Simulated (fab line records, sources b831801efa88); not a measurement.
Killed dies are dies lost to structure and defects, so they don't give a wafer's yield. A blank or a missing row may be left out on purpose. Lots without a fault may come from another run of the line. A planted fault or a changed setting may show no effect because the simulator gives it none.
Which tool did it? | flow gf180mcu | 13 lots, 39 wafers sampled, at 6 steps of a route of 602

WHAT THE GAUGES READ, wafer by wafer
GF_VT_IMPLANT_RS_MEAS_48: measures by four-point-probe. Usual: LVPWELL_RS 1196 ohm/sq, standard deviation 3.3.
lot  | measured     | on            | LVPWELL_RS (ohm/sq)           | flag
L453 | day 7 15:34  | film_metro-04 | 1199 1201 1200                |
L455 | day 8 10:31  | film_metro-01 | 1196 1199 1201                |
L457 | day 9 05:03  | film_metro-01 | 1195 1197 1196                |
L458 | day 9 16:17  | film_metro-04 | 1199 1200 1194                |
L460 | day 9 18:26  | film_metro-04 | 1200 1199 1197                |
L459 | day 9 19:57  | film_metro-04 | 1171 1168 1173 1171 1168 1170 | OFF
L461 | day 10 03:00 | film_metro-04 | 1170 1171 1171 1168 1168 1169 | OFF
L463 | day 10 14:24 | film_metro-04 | 1189 1192 1190                |
L472 | day 13 03:10 | film_metro-01 | 1198 1195 1195                |
L473 | day 13 06:05 | film_metro-01 | 1194 1194 1197                |
L474 | day 13 15:06 | film_metro-04 | 1196 1199 1201                |
L475 | day 14 00:09 | film_metro-01 | 1195 1193 1192                |
L476 | day 14 02:41 | film_metro-01 | 1197 1204 1199                |

GF_VT_IMPLANT_RS_MEAS_49: measures by four-point-probe. Usual: MVPSD_RS 1168 ohm/sq, standard deviation 3.1.
lot  | measured     | on            | MVPSD_RS (ohm/sq) | flag
L453 | day 7 15:41  | film_metro-04 | 1169 1169 1173    |
L455 | day 8 10:38  | film_metro-01 | 1169 1165 1164    |
L457 | day 9 05:10  | film_metro-01 | 1170 1169 1166    |
L458 | day 9 16:24  | film_metro-04 | 1171 1165 1167    |
L460 | day 9 18:34  | film_metro-04 | 1167 1170 1166    |
L459 | day 9 21:53  | film_metro-04 | 1171 1169 1174    |
L461 | day 10 04:27 | film_metro-04 | 1163 1168 1167    |
L463 | day 10 14:31 | film_metro-04 | 1171 1168 1169    |
L472 | day 13 03:17 | film_metro-01 | 1173 1169 1171    |
L473 | day 13 06:12 | film_metro-01 | 1170 1167 1170    |
L474 | day 13 15:13 | film_metro-04 | 1164 1163 1161    |
L475 | day 14 00:16 | film_metro-01 | 1165 1165 1165    |
L476 | day 14 02:48 | film_metro-01 | 1169 1170 1171    |

GF_HV_LDD_CD_MEAS_31: target cd 400 nm. Usual: cd_nm 400.0 nm, standard deviation 2.
lot  | measured     | on        | cd_nm (nm)        | flag
L453 | day 11 19:09 | cd_sem-01 | 400.7 400.7 399.7 |
L455 | day 12 12:31 | cd_sem-02 | 398.6 401.3 401.3 |
L457 | day 13 11:11 | cd_sem-01 | 400.0 400.3 403.1 |
L458 | day 13 23:06 | cd_sem-02 | 400.5 399.6 400.7 |
L460 | day 14 04:14 | cd_sem-01 | 398.9 395.9 397.5 |
L459 | day 14 06:39 | cd_sem-02 | 401.8 402.2 403.6 |
L461 | day 14 14:31 | cd_sem-02 | 402.4 401.2 403.7 |
L463 | day 15 01:00 | cd_sem-01 | 401.1 400.9 400.7 |
L472 | day 18 06:41 | cd_sem-01 | 400.6 400.9 400.2 |
L473 | day 18 09:10 | cd_sem-01 | 398.0 398.0 398.5 |
L474 | day 18 15:56 | cd_sem-02 | 401.7 400.3 399.3 |
L475 | day 19 11:07 | cd_sem-02 | 402.0 403.6 403.9 |
L476 | day 19 09:49 | cd_sem-02 | 397.8 401.4 399.3 |

GF_HV_LDD_RS_MEAS_53: measures by four-point-probe. Usual: HV_LDD_RS 419.4 ohm/sq, standard deviation 0.89.
lot  | measured     | on            | HV_LDD_RS (ohm/sq) | flag
L453 | day 12 16:11 | film_metro-04 | 418.9 419.9 419.3  |
L455 | day 13 09:55 | film_metro-02 | 419.4 419.5 420.4  |
L457 | day 14 08:28 | film_metro-04 | 419.1 418.9 418.8  |
L458 | day 14 21:01 | film_metro-02 | 419.9 420.3 418.7  |
L460 | day 15 02:13 | film_metro-02 | 418.8 419.3 419.4  |
L459 | day 15 05:56 | film_metro-02 | 420.8 418.2 419.4  |
L461 | day 15 12:26 | film_metro-04 | 416.9 418.1 417.7  |
L463 | day 15 23:54 | film_metro-02 | 421.0 420.4 420.5  |
L472 | day 19 08:02 | film_metro-04 | 419.4 418.6 418.7  |
L473 | day 19 10:41 | film_metro-01 | 419.9 419.1 417.5  |
L474 | day 19 18:17 | film_metro-02 | 418.4 419.1 418.7  |
L475 | day 20 13:13 | film_metro-02 | 420.3 420.0 420.4  |
L476 | day 20 11:38 | film_metro-01 | 420.8 419.5 420.2  |

GF_PSD_OVL_MEAS_08. Usual: PSD_OVL -1.1 nm, standard deviation 1.4.
lot  | measured     | on         | PSD_OVL (nm)   | flag
L453 | day 14 11:29 | overlay-01 | -0.3 -1.5 -0.4 |
L455 | day 15 07:15 | overlay-02 | 0.5 -1.5 0.1   |
L457 | day 16 07:20 | overlay-01 | -0.8 -2.0 -0.1 |
L458 | day 16 20:39 | overlay-02 | -1.0 -3.3 -0.4 |
L460 | day 17 01:37 | overlay-01 | 2.6 -1.1 -0.2  |
L459 | day 17 05:41 | overlay-01 | 2.5 2.5 -0.9   |
L461 | day 17 12:23 | overlay-02 | -0.4 -0.1 -0.4 |
L463 | day 18 00:47 | overlay-02 | -2.9 -2.5 -3.6 |
L472 | day 21 14:57 | overlay-02 | -2.0 -2.6 -2.4 |
L473 | day 21 15:54 | overlay-02 | -1.6 -0.9 1.1  |
L474 | day 21 21:50 | overlay-01 | -0.7 -0.7 0.7  |
L475 | day 22 16:56 | overlay-02 | -2.0 -2.6 -1.6 |
L476 | day 22 15:15 | overlay-02 | 1.5 1.1 -0.3   |

WHICH TOOL RAN EACH LOT (tool, then ch and the chambers of the sampled wafers, then the start)
lot  | GF_LVPWELL_IMPLANT_09
L453 | implanter-03 ch 0, day 3 20:52
L455 | implanter-04 ch 0, day 4 11:26
L457 | implanter-03 ch 0, day 5 03:04
L458 | implanter-03 ch 0, day 5 11:35
L460 | implanter-04 ch 0, day 5 16:01
L459 | implanter-03 ch 0, day 5 16:19
L461 | implanter-03 ch 0, day 5 22:07
L463 | implanter-04 ch 0, day 6 07:42
L472 | implanter-04 ch 0, day 8 09:54
L473 | implanter-02 ch 0, day 8 14:26
L474 | implanter-02 ch 0, day 8 21:07
L475 | implanter-04 ch 0, day 9 04:22
L476 | implanter-02 ch 0, day 9 07:27
- GF_LVPWELL_IMPLANT_09

WHAT THE TOOLS THEMSELVES READ (means of the sampled wafers that have a number; where no wafer has one, the mark that the record gives instead)
GF_LVPWELL_IMPLANT_09. Usual: dose_ions_cm2 5e+12, standard deviation 5.5e+09; faraday_current_uA 28.2, standard deviation 0.55.
lot  | tool         | dose_ions_cm2 | faraday_current_uA | flag
L453 | implanter-03 | 5e+12         | 28.4               |
L455 | implanter-04 | 5e+12         | 28.4               |
L457 | implanter-03 | 5e+12         | 27.7               |
L458 | implanter-03 | 5e+12         | 28.4               |
L460 | implanter-04 | 5e+12         | 28.1               |
L459 | implanter-03 | 6e+12         | 31.8               | OFF
L461 | implanter-03 | 6e+12         | 32.8               | OFF
L463 | implanter-04 | 5e+12         | 28.1               |
L472 | implanter-04 | 5e+12         | 28.0               |
L473 | implanter-02 | 5e+12         | 28.0               |
L474 | implanter-02 | 5e+12         | 28.0               |
L475 | implanter-04 | 5e+12         | 28.3               |
L476 | implanter-02 | 5e+12         | 28.3               |

THE ANSWER, worked out from the rows above alone
Rule: a lot is off if the mean of its wafers that have a number lies more than 3 standard deviations from the usual mean. A lot without any number at a reading at which 4 lots or more have one is off too. The other lots that the step has rows for count as sound. The gauges are gone through in route order, then the tools' own readings, and for those a lot's mean is taken as printed above. The first step at which some lot is off is used, and at that step the reading that is off furthest; a lot without a number counts as furthest.
Off: L459, L461, at GF_VT_IMPLANT_RS_MEAS_48 (LVPWELL_RS).
A tool fits if, at a process step before that reading, it ran every lot that is off, and no sound lot after the first of them. The gauges at GF_VT_IMPLANT_RS_MEAS_48 aren't tried: what is off there is off at GF_LVPWELL_IMPLANT_09 too, on other tools, and a gauge's error can't cause that. One fits: implanter-03 at GF_LVPWELL_IMPLANT_09. Its last sound lot is L458 (day 5 11:35), its first lot that is off L459 (day 5 16:19): a fault that began between those two fits.
The tool's own readings at GF_LVPWELL_IMPLANT_09 bear it out: on the lots that are off they differ by more than 5 times the standard deviation of the sound lots' means. dose_ions_cm2 reads 6e+12 there against 5e+12 on the sound lots; faraday_current_uA reads 32.3 there against 28.2 on the sound lots.

WHAT THE SIMULATOR HAD PUT IN
Process parameter drift: implanter-03, from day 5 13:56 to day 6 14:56, at GF_LVPWELL_IMPLANT_09. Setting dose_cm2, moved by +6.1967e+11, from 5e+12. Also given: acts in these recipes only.
Lots struck among those shown: L459, L461. The rule above found the same.
